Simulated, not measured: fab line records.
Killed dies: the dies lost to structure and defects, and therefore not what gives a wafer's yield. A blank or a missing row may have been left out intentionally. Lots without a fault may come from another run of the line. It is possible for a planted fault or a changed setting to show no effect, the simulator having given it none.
fab line records	flow sky130
record lots=10	wafers=30	lastDay=50
route steps=708 shown POLY_CUT@319 SD_N@353 SD_P@359 LI_CONTACT@376 PAD_OPEN@708
lots with no fault: from the same line, run without faults
startH: hours from the record's opening day to when the first of the lot's shown wafers began	waitH: hours from the lot's prior step to this one	" same as the row above	L1.1+2: a single row standing in for several wafers	- either no value or no given start	* or withheld: withheld	< > ~ a bound
route shown NAME@n: a module of which the file shows steps, and the number in the route of the first	usual: mean/standard deviation of fault-free wafers	same: alike in all rows	chamber/n: place in a boat	sites: the reading at each site	_std_site: standard deviation across them	_edge_site: inner sites' mean taken away from outer sites' mean	radiusMm: how far each site lies from the wafer's centre	mask NAME#n: copy n	behind: tool/chamber where the wafer was last shaped	hold: cause of the lot's hold/its duration in hours/its outcome	device: names the non-switching transistor (n, p or np)	end of line: at the end of the route, the tests of the same wafers	for a step that has no rows: nothing shown but its recipe	killed: at the first sort, the dies lost to defects and structure; wafer yield is something else	map: a wafer's dies, x killed, . not, _ none there
set.NAME: the setting that was run; set.NAME@STEP: the one run at that earlier step	model.NAME: the simulator's own value behind a step, which no gauge read
steps of the route over a sample of lots; a table a step, a row a wafer
services: when a tool's chamber went out of use (startH, in hours from the record's first day, below 0 if earlier), for how many hours, and the reason
## steps
# step SKY_POLY_CUT_STRIP_12
# recipe chemistry=O2/N2	powerW=1400	pressureMtorr=1500	platenTempC=withheld	o2FlowSccm=3000	n2FlowSccm=300	overashFraction=0.5
# usual drypumpMotorCurrentA=5.7/0.48	oesProductAu=0.451/0.0046	stripTimeToEndpointS=5.355/0.016
lot.wafer	tool	chamber	startH	waitH	drypumpMotorCurrentA	oesProductAu	rfHoursCounterH	stripTimeToEndpointS
L647.1	plasmaAsher-03	1	579.20	0.0	5.9	0.456	73	5.344
L647.2	"	0	"	"	6.0	0.450	73	5.326
L647.4	"	1	"	"	5.9	0.452	-	5.333
L649.1	plasmaAsher-03	0	610.45	0.0	6.0	0.449	76	5.325
L649.2	"	1	"	"	5.9	0.451	76	5.354
L649.6	"	1	"	"	5.9	0.452	-	5.352
L651.1	plasmaAsher-02	0	615.30	0.0	5.3	0.448	96	5.349
L651.2	"	1	"	"	6.5	0.455	96	5.349
L651.6	"	1	"	"	6.5	0.455	-	5.333
L652.1	plasmaAsher-04	0	620.45	0.0	5.0	0.450	19	5.364
L652.2	"	1	"	"	5.6	0.449	19	5.354
L652.4	"	0	"	"	5.0	0.447	-	5.358
L653.1	plasmaAsher-02	1	645.01	0.0	6.5	0.457	99	5.376
L653.4	"	1	"	"	6.5	0.448	-	5.357
L653.6	"	0	"	"	5.3	0.453	-	5.359
L654.1	plasmaAsher-03	1	653.21	0.0	5.9	0.442	81	5.365
L654.2	"	0	"	"	6.0	0.448	81	5.375
L654.3	"	0	"	"	6.0	0.457	-	5.349
L662.2	plasmaAsher-02	1	698.45	0.0	6.5	0.451	105	5.374
L662.3	"	0	"	"	5.2	0.452	-	5.358
L662.6	"	0	"	"	5.3	0.453	-	5.347
L665.1	plasmaAsher-02	1	728.06	0.0	6.5	0.450	108	5.366
L665.2	"	0	"	"	5.2	0.445	108	5.340
L665.6	"	0	"	"	5.2	0.459	-	5.385
L666.1	plasmaAsher-03	1	730.66	0.0	5.9	0.453	87	5.365
L666.2	"	0	"	"	6.0	0.452	87	5.366
L666.4	"	1	"	"	6.0	0.450	-	5.373
L667.2	plasmaAsher-04	1	736.60	0.0	5.6	0.456	33	5.391
L667.3	"	1	"	"	5.6	0.455	-	5.386
L667.4	"	0	"	"	5.0	0.451	-	5.363
# step SKY_SD_N_STRIP_11
# recipe chemistry=O2/N2	powerW=1400	pressureMtorr=1500	platenTempC=withheld	o2FlowSccm=3000	n2FlowSccm=300	overashFraction=0.5
# usual drypumpMotorCurrentA=5.5/0.42	oesProductAu=0.527/0.0047	stripTimeToEndpointS=22.55/0.048
lot.wafer	tool	chamber	startH	waitH	drypumpMotorCurrentA	oesProductAu	rfHoursCounterH	stripTimeToEndpointS
L647.1	plasmaAsher-04	0	663.26	0.1	5.0	0.520	24	22.53
L647.2	"	1	"	"	5.6	0.520	24	22.55
L647.4	"	1	"	"	5.6	0.527	-	22.50
L649.1	plasmaAsher-02	1	694.79	0.1	6.5	0.527	104	22.52
L649.2	"	0	"	"	5.2	0.529	104	22.55
L649.6	"	1	"	"	6.5	0.530	-	22.50
L651.1	plasmaAsher-04	1	699.91	0.1	5.6	0.530	29	22.53
L651.2	"	0	"	"	5.0	0.518	29	22.54
L651.6	"	1	"	"	5.7	0.525	-	22.53
L652.1	plasmaAsher-01	0	703.81	0.1	5.6	0.535	54	22.52
L652.2	"	1	"	"	5.4	0.523	54	22.52
L652.4	"	0	"	"	5.6	0.528	-	22.50
L653.1	plasmaAsher-04	1	729.59	0.1	5.6	0.533	32	22.52
L653.4	"	1	"	"	5.6	0.529	-	22.48
L653.6	"	0	"	"	5.0	0.526	-	22.49
L654.1	plasmaAsher-04	0	735.11	0.1	5.0	0.520	33	22.58
L654.2	"	1	"	"	5.6	0.524	33	22.66
L654.3	"	0	"	"	5.0	0.522	-	22.62
L662.2	plasmaAsher-04	1	778.36	0.1	5.6	0.524	37	22.53
L662.3	"	0	"	"	5.0	0.522	-	22.54
L662.6	"	0	"	"	5.0	0.529	-	22.52
L665.1	plasmaAsher-01	0	808.34	0.1	5.7	0.525	64	22.44
L665.2	"	1	"	"	5.4	0.534	64	22.48
L665.6	"	0	"	"	5.7	0.525	-	22.50
L666.1	plasmaAsher-02	1	810.84	0.1	6.5	0.526	7	22.55
L666.2	"	0	"	"	5.2	0.524	7	22.52
L666.4	"	1	"	"	6.5	0.530	-	22.56
L667.2	plasmaAsher-01	1	816.69	0.1	5.4	0.528	65	22.61
L667.3	"	1	"	"	5.4	0.530	-	22.60
L667.4	"	0	"	"	5.6	0.535	-	22.57
# step SKY_SD_N_RTA_14
# recipe tempC=1075	timeS=2	idleTempC=650	rampUpCPerS=150	rampDownCPerS=90	ambient=N2
# usual chamberO2Ppm=1.996/0.021	lampPowerPct=15.73/0.051	wafer_temp_C_max=1078.0/1.1
lot.wafer	tool	chamber	startH	waitH	chamberO2Ppm	lampPowerPct	wafer_temp_C_max
L647.1	rtpAnneal-02	0	663.48	0.0	2.010	15.68	1079.2
L647.2	"	0	"	"	2.003	15.69	1077.9
L647.4	"	0	"	"	2.010	15.74	1078.7
L649.1	rtpAnneal-01	0	695.00	0.0	1.999	15.69	1076.8
L649.2	"	0	"	"	2.017	15.76	1078.3
L649.6	"	0	"	"	1.996	15.74	1079.2
L651.1	rtpAnneal-02	0	700.12	0.0	2.020	15.74	1078.2
L651.2	"	0	"	"	1.995	15.64	1076.9
L651.6	"	0	"	"	2.014	15.75	1078.5
L652.1	rtpAnneal-01	0	704.03	0.0	1.985	15.76	1079.6
L652.2	"	0	"	"	2.004	15.79	1076.7
L652.4	"	0	"	"	2.013	15.78	1076.7
L653.1	rtpAnneal-02	0	729.80	0.0	2.002	15.73	1077.4
L653.4	"	0	"	"	1.996	15.73	1076.4
L653.6	"	0	"	"	1.991	15.73	1077.6
L654.1	rtpAnneal-02	0	735.32	0.0	2.015	15.64	1077.2
L654.2	"	0	"	"	1.996	15.77	1077.3
L654.3	"	0	"	"	2.003	15.81	1077.9
L662.2	rtpAnneal-01	0	778.58	0.0	1.976	15.75	1078.3
L662.3	"	0	"	"	1.985	15.70	1079.7
L662.6	"	0	"	"	1.986	15.65	1078.3
L665.1	rtpAnneal-02	0	808.55	0.0	1.999	15.69	1077.9
L665.2	"	0	"	"	2.002	15.67	1079.8
L665.6	"	0	"	"	2.019	15.66	1081.1
L666.1	rtpAnneal-01	0	811.05	0.0	1.988	15.70	1077.7
L666.2	"	0	"	"	2.004	15.63	1079.7
L666.4	"	0	"	"	2.010	15.75	1077.2
L667.2	rtpAnneal-02	0	816.91	0.0	2.019	15.71	1076.2
L667.3	"	0	"	"	2.036	15.73	1078.3
L667.4	"	0	"	"	2.035	15.72	1077.8
# step SKY_SD_N_RS_MEAS_16
# recipe thkMeasGauge=four-point-probe
# usual SD_N_RS=68.42/0.099
lot.wafer	tool	chamber	startH	waitH	SD_N_RS[ohm/sq]
L647.1	filmMetro-02	-	663.65	0.1	68.32
L647.2	"	-	"	"	68.51
L647.4	"	-	"	"	68.44
L649.1	filmMetro-01	-	695.18	0.1	68.44
L649.2	"	-	"	"	68.60
L649.6	"	-	"	"	68.39
L651.1	filmMetro-02	-	700.30	0.1	68.41
L651.2	"	-	"	"	68.54
L651.6	"	-	"	"	68.41
L652.1	filmMetro-01	-	704.20	0.1	68.51
L652.2	"	-	"	"	68.50
L652.4	"	-	"	"	68.55
L653.1	filmMetro-04	-	729.97	0.1	71.02
L653.4	"	-	"	"	71.10
L653.6	"	-	"	"	70.98
L654.1	filmMetro-01	-	735.50	0.1	71.11
L654.2	"	-	"	"	71.20
L654.3	"	-	"	"	71.22
L662.2	filmMetro-01	-	778.77	0.1	68.45
L662.3	"	-	"	"	68.67
L662.6	"	-	"	"	68.50
L665.1	filmMetro-02	-	808.72	0.1	68.47
L665.2	"	-	"	"	68.58
L665.6	"	-	"	"	68.55
L666.1	filmMetro-02	-	811.22	0.1	68.53
L666.2	"	-	"	"	68.37
L666.4	"	-	"	"	68.60
L667.2	filmMetro-04	-	817.10	0.1	68.38
L667.3	"	-	"	"	68.41
L667.4	"	-	"	"	68.44
# step SKY_SD_N_RS_MEAS_17
# recipe thkMeasGauge=four-point-probe
# usual SD_P_RS=146.7/0.32
lot.wafer	tool	chamber	startH	waitH	SD_P_RS[ohm/sq]
L647.1	filmMetro-02	-	663.77	0.1	147.1
L647.2	"	-	"	"	147.6
L647.4	"	-	"	"	146.7
L649.1	filmMetro-01	-	695.30	0.1	146.8
L649.2	"	-	"	"	147.0
L649.6	"	-	"	"	146.9
L651.1	filmMetro-02	-	700.42	0.1	146.0
L651.2	"	-	"	"	146.9
L651.6	"	-	"	"	146.5
L652.1	filmMetro-01	-	704.32	0.1	146.6
L652.2	"	-	"	"	146.6
L652.4	"	-	"	"	147.0
L653.1	filmMetro-04	-	730.09	0.1	161.8
L653.4	"	-	"	"	161.5
L653.6	"	-	"	"	162.2
L654.1	filmMetro-01	-	735.62	0.1	162.0
L654.2	"	-	"	"	162.0
L654.3	"	-	"	"	161.9
L662.2	filmMetro-01	-	778.89	0.1	146.9
L662.3	"	-	"	"	147.0
L662.6	"	-	"	"	146.9
L665.1	filmMetro-02	-	808.84	0.1	146.4
L665.2	"	-	"	"	146.9
L665.6	"	-	"	"	146.8
L666.1	filmMetro-02	-	811.34	0.1	146.4
L666.2	"	-	"	"	146.8
L666.4	"	-	"	"	146.9
L667.2	filmMetro-04	-	817.22	0.1	146.8
L667.3	"	-	"	"	147.1
L667.4	"	-	"	"	146.8
# step SKY_LI_CONTACT_ETCH_14
# recipe chemistry=N2/H2	target=BARC	ionEnergyEv=200	sourceW=500	biasW=100	pressureMtorr=30	n2FlowSccm=100	h2FlowSccm=200	stopOn=SiO2	timeS=45.9	targetDepthA=600
# usual drypumpMotorCurrentA=5.8/0.44	oesProductAu=0.855/0.0046	rfFwdPowerW=494.5/2.6	throttleValvePct=13.226/0.0093
lot.wafer	tool	chamber	startH	waitH	drypumpMotorCurrentA	oesProductAu	rfFwdPowerW	rfHoursCounterH	throttleValvePct
L647.1	rieDiel-04	2	692.72	0.0	5.6	0.859	494.3	9	13.225
L647.2	"	0	"	"	6.1	0.856	493.8	12	13.220
L647.4	"	3	"	"	5.1	0.859	493.7	10	13.224
L649.1	rieDiel-01	1	724.28	0.0	5.9	0.857	497.4	0	13.236
L649.2	"	3	"	"	4.8	0.857	495.4	11	13.226
L649.6	"	0	"	"	5.8	0.859	496.1	-	13.217
L651.1	rieDiel-01	1	728.67	0.0	5.9	0.855	497.2	0	13.204
L651.2	"	0	"	"	5.8	0.850	493.2	7	13.234
L651.6	"	2	"	"	5.3	0.857	493.2	-	13.208
L652.1	rieDiel-03	2	731.88	0.0	6.4	0.855	493.7	9	13.223
L652.2	"	3	"	"	6.3	0.853	495.5	5	13.223
L652.4	"	0	"	"	5.8	0.865	493.3	7	13.225
L653.1	rieDiel-03	1	758.27	0.0	5.8	0.856	490.4	45	13.212
L653.4	"	0	"	"	5.8	0.845	496.4	8	13.219
L653.6	"	0	"	"	5.8	0.852	495.9	-	13.215
L654.1	rieDiel-01	3	763.62	0.0	4.8	0.857	496.7	12	13.234
L654.2	"	0	"	"	5.8	0.854	500.5	8	13.219
L654.3	"	1	"	"	5.9	0.848	497.1	1	13.207
L662.2	rieDiel-04	1	806.42	0.0	5.7	0.853	489.9	5	13.221
L662.3	"	3	"	"	5.1	0.855	494.1	13	13.226
L662.6	"	3	"	"	5.1	0.856	494.5	-	13.242
L665.1	rieDiel-03	1	837.17	0.0	5.9	0.862	490.4	2	13.229
L665.2	"	2	"	"	6.4	0.853	496.9	12	13.242
L665.6	"	1	"	"	5.8	0.851	489.2	-	13.223
L666.1	rieDiel-01	0	840.41	0.0	5.8	0.857	498.8	10	13.218
L666.2	"	3	"	"	4.8	0.850	492.0	14	13.219
L666.4	"	1	"	"	5.9	0.847	497.2	3	13.212
L667.2	rieDiel-01	1	845.43	0.0	5.9	0.857	495.6	3	13.220
L667.3	"	2	"	"	5.3	0.861	493.8	1	13.215
L667.4	"	3	"	"	4.8	0.852	497.3	14	13.231
# step SKY_PAD_OPEN_PROBE_99
# usual killed_at_M0_to_M3=44/6.6	killed_at_M4_up=3.0/2	killedAtContacts=24/5.1	killedAtFrontEnd=15/4.1	killedAtOther=0.4/0.62	killedDies=86/9.3	killedOpen=46/6.8	killedShort=40/5.8
# same grossDies=492	killedAtBackSide=0
lot.wafer	tool	chamber	startH	waitH	killed_at_M0_to_M3	killed_at_M4_up	killedAtContacts	killedAtFrontEnd	killedAtOther	killedDies	killedOpen	killedShort
L665.1	prober-01	-	1187.44	0.1	36	3	21	11	1	72	38	34
L665.2	prober-01	-	1187.49	0.1	43	1	22	16	1	83	48	35
L665.6	prober-01	-	1187.69	0.2	42	3	20	15	0	80	43	37
# killed by level:class
L665.1 VIA1:geometricParticle:open=10 VIA3:geometricParticle:open=8 METAL2:geometricParticle:short=6 LI_CONTACT:geometricParticle:short=5 LI_CONTACT:geometricParticle:open=5 LOCAL_INTERCONNECT:geometricParticle:short=4 CONTACT:geometricParticle:short=4 VIA2:geometricParticle:open=4
L665.2 VIA2:geometricParticle:open=10 POLY_GATE:geometricParticle:open=8 VIA1:geometricParticle:open=8 VIA3:geometricParticle:open=6 LOCAL_INTERCONNECT:geometricParticle:short=6 CONTACT:geometricParticle:open=6 METAL2:geometricParticle:short=6 LI_CONTACT:geometricParticle:open=5
L665.6 VIA1:geometricParticle:open=13 CONTACT:geometricParticle:open=9 METAL1:geometricParticle:short=6 VIA1:geometricParticle:short=6 POLY_GATE:geometricParticle:open=5 VIA2:geometricParticle:open=5 LI_CONTACT:geometricParticle:open=4 LOCAL_INTERCONNECT:geometricParticle:short=4
## services
tool	chamber	startH	hours	kind
rieDiel-04	1	595.48	6.8	repair
rieDiel-04	2	598.29	1.5	repair
rieDiel-03	-	606.84	0.3	repair
rieDiel-04	0	609.28	2.0	repair
rieDiel-04	2	638.90	9.6	repair
plasmaAsher-02	-	654.79	5.7	repair
plasmaAsher-01	-	675.51	28.1	pm
rieDiel-01	1	677.84	6.3	repair
plasmaAsher-03	-	686.08	12.7	repair
rieDiel-04	-	697.08	0.4	repair
rieDiel-04	-	719.00	2.5	repair
rieDiel-04	0	733.10	4.0	repair
plasmaAsher-02	-	733.75	9.0	pm
plasmaAsher-02	-	737.95	3.9	repair
plasmaAsher-02	-	741.57	0.5	repair
rieDiel-01	0	754.81	5.5	repair
rieDiel-01	2	769.16	7.5	repair
rieDiel-03	3	784.35	4.3	repair
rieDiel-01	1	797.64	8.1	repair
rieDiel-03	3	822.77	11.0	repair
rieDiel-01	-	824.12	0.4	repair
plasmaAsher-01	-	832.91	2.8	pm
plasmaAsher-02	-	833.90	2.6	repair
rieDiel-03	0	836.64	2.2	repair
## key
firstSign step=SKY_SD_N_RS_MEAS_16	reading=SD_N_RS	direction=up	sigmas=27	usual=68.42	struck=71.11
effect step=SKY_SD_N_RS_MEAS_17	reading=SD_P_RS	direction=up	sigmas=47	usual=146.7	struck=161.9
metAt SKY_SD_N_RTA_14
struckLots L653,L654
testerLeftOut L653,L654
notActingAt SKY_POLY_CUT_STRIP_12,SKY_SD_N_STRIP_11,SKY_LI_CONTACT_ETCH_14
onsetBetween 700.12 729.80
fault kind=processParameterDrift	tool=rtpAnneal-02	chamber=-	onsetH=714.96	steps=SKY_SD_N_RTA_14	channel=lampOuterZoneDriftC	offset=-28	shape=step	endH=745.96
# testerLeftOut: of these lots the tester's yield and bins aren't shown, on N5 and GAA mostly nor the transistor test; their killed dies are dies lost to structure and defects alone, not to doping, threshold or leakage, so they don't give the yield
